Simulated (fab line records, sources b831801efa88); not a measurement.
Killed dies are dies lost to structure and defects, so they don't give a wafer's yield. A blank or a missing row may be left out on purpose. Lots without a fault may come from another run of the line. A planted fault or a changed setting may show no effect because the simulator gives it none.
Which tool did it? | flow sky130 | 13 lots, 39 wafers sampled, at 5 steps of a route of 708

WHAT THE GAUGES READ, wafer by wafer
SKY_LOCAL_INTERCONNECT_OVL_MEAS_12. Usual: LOCAL_INTERCONNECT_OVL 0 nm, standard deviation 6.1.
lot  | measured     | on         | LOCAL_INTERCONNECT_OVL (nm) | flag
L198 | day 30 16:26 | overlay-01 | -1 2 -1                     |
L199 | day 30 21:03 | overlay-01 | -3 -8 2                     |
L200 | day 31 09:41 | overlay-01 | -2 5 -3                     |
L201 | day 32 02:03 | overlay-02 | 2 8 11                      |
L208 | day 34 04:54 | overlay-02 | -2 2 3                      |
L209 | day 34 19:22 | overlay-01 | -1 -3 6                     |
L210 | day 35 04:00 | overlay-02 | -2 5 -1                     |
L211 | day 35 08:04 | overlay-02 | -4 -4 -5                    |
L212 | day 35 16:49 | overlay-02 | 5 -3 -1                     |
L215 | day 36 14:13 | overlay-01 | 6 9 7                       |
L219 | day 37 13:32 | overlay-01 | 5 -1 2                      |
L220 | day 37 22:46 | overlay-02 | 5 1 -1                      |
L221 | day 38 03:10 | overlay-02 | 2 -5 -4                     |

SKY_CONTACT_CD_MEAS_14: target cd 170 nm. Usual: cd_nm 170.1 nm, standard deviation 1.4.
lot  | measured     | on        | cd_nm (nm)        | flag
L198 | day 31 22:23 | cd_sem-02 | 168.3 168.6 167.8 |
L199 | day 32 03:14 | cd_sem-01 | 172.0 171.1 170.3 |
L200 | day 32 14:31 | cd_sem-01 | 172.2 172.9 172.7 |
L201 | day 33 08:10 | cd_sem-01 | 171.7 172.2 172.0 |
L208 | day 35 08:28 | cd_sem-01 | 129.1 129.0 170.8 | OFF
L209 | day 35 22:28 | cd_sem-01 | 127.1 169.8 169.6 | OFF
L210 | day 36 07:13 | cd_sem-02 | 169.7 171.8 170.5 |
L211 | day 36 11:29 | cd_sem-01 | 169.0 170.3 170.9 |
L212 | day 36 19:52 | cd_sem-01 | 172.8 172.8 171.1 |
L215 | day 37 18:08 | cd_sem-01 | 170.4 170.0 170.1 |
L219 | day 38 16:32 | cd_sem-02 | 171.1 172.4 172.1 |
L220 | day 39 01:11 | cd_sem-02 | 167.8 169.3 169.0 |
L221 | day 39 06:20 | cd_sem-02 | 170.7 170.8 170.8 |

SKY_CONTACT_OVL_MEAS_15. Usual: CONTACT_OVL -1 nm, standard deviation 5.4.
lot  | measured     | on         | CONTACT_OVL (nm) | flag
L198 | day 31 22:29 | overlay-01 | -2 -5 2          |
L199 | day 32 03:19 | overlay-02 | 9 -4 6           |
L200 | day 32 14:38 | overlay-01 | 4 0 -4           |
L201 | day 33 08:17 | overlay-02 | -3 2 -3          |
L208 | day 35 08:35 | overlay-01 | -5 -4 -7         |
L209 | day 35 22:35 | overlay-01 | -4 -8 -9         |
L210 | day 36 07:20 | overlay-02 | -7 -12 4         |
L211 | day 36 11:34 | overlay-01 | -5 -3 1          |
L212 | day 36 19:59 | overlay-01 | 4 -1 4           |
L215 | day 37 18:14 | overlay-02 | 6 4 0            |
L219 | day 38 16:38 | overlay-01 | -5 4 -2          |
L220 | day 39 01:17 | overlay-02 | 4 -4 7           |
L221 | day 39 06:27 | overlay-02 | -3 -6 -2         |

WHICH TOOL RAN EACH LOT (tool, then ch and the chambers of the sampled wafers, then the start)
lot  | SKY_LI_CONTACT_CVD_21         | SKY_CONTACT_EXPOSE_11
L198 | cvd_w-02 ch 0,1, day 29 11:10 | krf_scanner-01 ch 0, day 31 08:20
L199 | cvd_w-01 ch 1, day 29 15:34   | krf_scanner-01 ch 0, day 31 13:35
L200 | cvd_w-02 ch 0,1, day 30 03:41 | krf_scanner-01 ch 0, day 32 01:22
L201 | cvd_w-02 ch 1, day 30 20:34   | krf_scanner-02 ch 0, day 32 19:05
L208 | cvd_w-02 ch 0,1, day 33 01:51 | krf_scanner-02 ch 0, day 34 19:17
L209 | cvd_w-02 ch 0,1, day 33 16:03 | krf_scanner-02 ch 0, day 35 10:07
L210 | cvd_w-01 ch 0,1, day 34 00:43 | krf_scanner-01 ch 0, day 35 19:04
L211 | cvd_w-02 ch 0,1, day 34 04:19 | krf_scanner-01 ch 0, day 35 22:56
L212 | cvd_w-02 ch 0,1, day 34 13:37 | krf_scanner-01 ch 0, day 36 07:14
L215 | cvd_w-01 ch 0,1, day 35 10:18 | krf_scanner-01 ch 0, day 37 04:45
L219 | cvd_w-02 ch 0,1, day 36 10:43 | krf_scanner-01 ch 0, day 38 04:07
L220 | cvd_w-02 ch 0,1, day 36 19:46 | krf_scanner-01 ch 0, day 38 12:26
L221 | cvd_w-01 ch 0,1, day 37 00:33 | krf_scanner-01 ch 0, day 38 17:56
- SKY_LI_CONTACT_CVD_21: deposits W, target thk 400 nm, time 120.56 s.
- SKY_CONTACT_EXPOSE_11: exposes mask CTM1, target cd 170 nm.

WHAT THE TOOLS THEMSELVES READ (means of the sampled wafers that have a number; where no wafer has one, the mark that the record gives instead)
SKY_LI_CONTACT_CVD_21. Usual: heater_power_w 868 W, standard deviation 69.
lot  | tool     | heater_power_w (W) | flag
L198 | cvd_w-02 | 836                |
L199 | cvd_w-01 | 905                |
L200 | cvd_w-02 | 801                |
L201 | cvd_w-02 | 881                |
L208 | cvd_w-02 | 840                |
L209 | cvd_w-02 | 844                |
L210 | cvd_w-01 | 931                |
L211 | cvd_w-02 | 859                |
L212 | cvd_w-02 | 799                |
L215 | cvd_w-01 | 937                |
L219 | cvd_w-02 | 849                |
L220 | cvd_w-02 | 846                |
L221 | cvd_w-01 | 930                |

SKY_CONTACT_EXPOSE_11. Usual: exposure_dose_mJ_cm2 37.94, standard deviation 0.044; stage_vel_mm_s 500.01 mm/s, standard deviation 0.28.
lot  | tool           | exposure_dose_mJ_cm2 | stage_vel_mm_s (mm/s) | flag
L198 | krf_scanner-01 | 37.91                | 500.02                |
L199 | krf_scanner-01 | 37.91                | 499.76                |
L200 | krf_scanner-01 | 37.90                | 500.02                |
L201 | krf_scanner-02 | 37.96                | 500.06                |
L208 | krf_scanner-02 | 37.97                | 500.14                |
L209 | krf_scanner-02 | 37.98                | 499.81                |
L210 | krf_scanner-01 | 37.90                | 500.23                |
L211 | krf_scanner-01 | 37.92                | 500.20                |
L212 | krf_scanner-01 | 37.96                | 500.01                |
L215 | krf_scanner-01 | 37.88                | 499.72                |
L219 | krf_scanner-01 | 37.95                | 499.94                |
L220 | krf_scanner-01 | 37.89                | 500.13                |
L221 | krf_scanner-01 | 37.89                | 500.29                |

THE ANSWER, worked out from the rows above alone
Rule: a lot is off if the mean of its wafers that have a number lies more than 3 standard deviations from the usual mean. A lot without any number at a reading at which 4 lots or more have one is off too. The other lots that the step has rows for count as sound. The gauges are gone through in route order, then the tools' own readings, and for those a lot's mean is taken as printed above. The first step at which some lot is off is used, and at that step the reading that is off furthest; a lot without a number counts as furthest.
Off: L208, L209, at SKY_CONTACT_CD_MEAS_14 (cd_nm).
A tool fits if, at a process step before that reading, it ran every lot that is off, and no sound lot after the first of them. The gauges at SKY_CONTACT_CD_MEAS_14 are tried like those tools. One fits: krf_scanner-02 at SKY_CONTACT_EXPOSE_11. Its last sound lot is L201 (day 32 19:05), its first lot that is off L208 (day 34 19:17): a fault that began between those two fits.

WHAT THE SIMULATOR HAD PUT IN
Process parameter drift: krf_scanner-02, from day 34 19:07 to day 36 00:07, at SKY_CONTACT_EXPOSE_11. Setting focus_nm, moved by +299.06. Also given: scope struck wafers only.
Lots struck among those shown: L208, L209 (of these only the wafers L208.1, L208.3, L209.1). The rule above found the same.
